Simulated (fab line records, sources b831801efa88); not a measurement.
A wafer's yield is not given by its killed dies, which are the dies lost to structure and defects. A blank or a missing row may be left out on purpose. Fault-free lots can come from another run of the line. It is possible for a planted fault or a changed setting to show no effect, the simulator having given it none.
Matching of chambers | flow sky130 | 3 sister chambers for SKY_FIELD_ISO_ETCH_17 on rie-si-02
The step etches Si in HBr/Cl2/O2, target depth 342 nm, time 97.7 s. 16 wafers are shown with their chamber, then 4 later ones without.

== WAFERS PAIRED WITH THEIR CHAMBERS ==
wafer  | chamber | drypump-motor-current-A (A) | oes-product-au (a.u.) | throttle-valve-pct (%)
L618.1 | 0       | 6.0                         | 0.992                 | 25.677
L618.2 | 2       | 6.0                         | 1.009                 | 25.669
L618.3 | 3       | 5.7                         | 1.000                 | 25.644
L619.1 | 0       | 5.9                         | 0.992                 | 25.648
L619.3 | 2       | 6.0                         | 1.001                 | 25.653
L619.6 | 0       | 6.0                         | 0.997                 | 25.652
L622.1 | 3       | 5.7                         | 1.006                 | 25.654
L622.2 | 0       | 5.9                         | 0.999                 | 25.660
L622.5 | 2       | 6.0                         | 1.014                 | 25.653
L625.1 | 3       | 5.7                         | 1.010                 | 25.652
L625.2 | 2       | 6.0                         | 1.010                 | 25.647
L625.6 | 2       | 6.0                         | 0.998                 | 25.666
L626.1 | 3       | 5.7                         | 1.001                 | 25.648
L626.3 | 2       | 6.0                         | 1.006                 | 25.653
L626.6 | 3       | 5.7                         | 1.001                 | 25.666
L628.3 | 3       | 5.7                         | 1.006                 | 25.629

SIGNATURES, as means of the wafers listed above
reading                 | chamber 0 | chamber 2 | chamber 3 | scatter within a chamber
drypump-motor-current-A | 5.950     | 6.000     | 5.700     | 0.0277
oes-product-au          | 0.99500   | 1.00633   | 1.00400   | 0.00475
throttle-valve-pct      | 25.65925  | 25.65683  | 25.64883  | 0.0112
Rule: distance of a wafer from a chamber = root of the sum over the readings of ((wafer's reading minus chamber's mean) / reading's scatter) squared. The wafer belongs to the nearest chamber; if the next one is less than 2 further off, it can't be placed. The scatter: take each reading less its chamber's mean, square it, sum over the shown wafers, divide by the number of wafers less the number of chambers, and take the root.

== WAFERS MISSING THEIR CHAMBER ==
wafer  | drypump-motor-current-A (A) | oes-product-au (a.u.) | throttle-valve-pct (%)
L630.2 | 6.0                         | 1.001                 | 25.663
L630.4 | 6.0                         | 0.999                 | 25.653
L640.1 | 6.0                         | 1.005                 | 25.659
L640.4 | 5.7                         | 0.999                 | 25.649

== THE CHAMBER EACH PASSED THROUGH ==
wafer  | from the rows above     | in truth
L630.2 | can't be placed: 2 or 0 | 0
L630.4 | can't be placed: 2 or 0 | 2
L640.1 | 2                       | 2
L640.4 | 3                       | 3
Correctly placed: 2 of 4. Can't be placed from these rows: 2 (the true chamber is among the candidates in 2). Placed wrongly: 0.
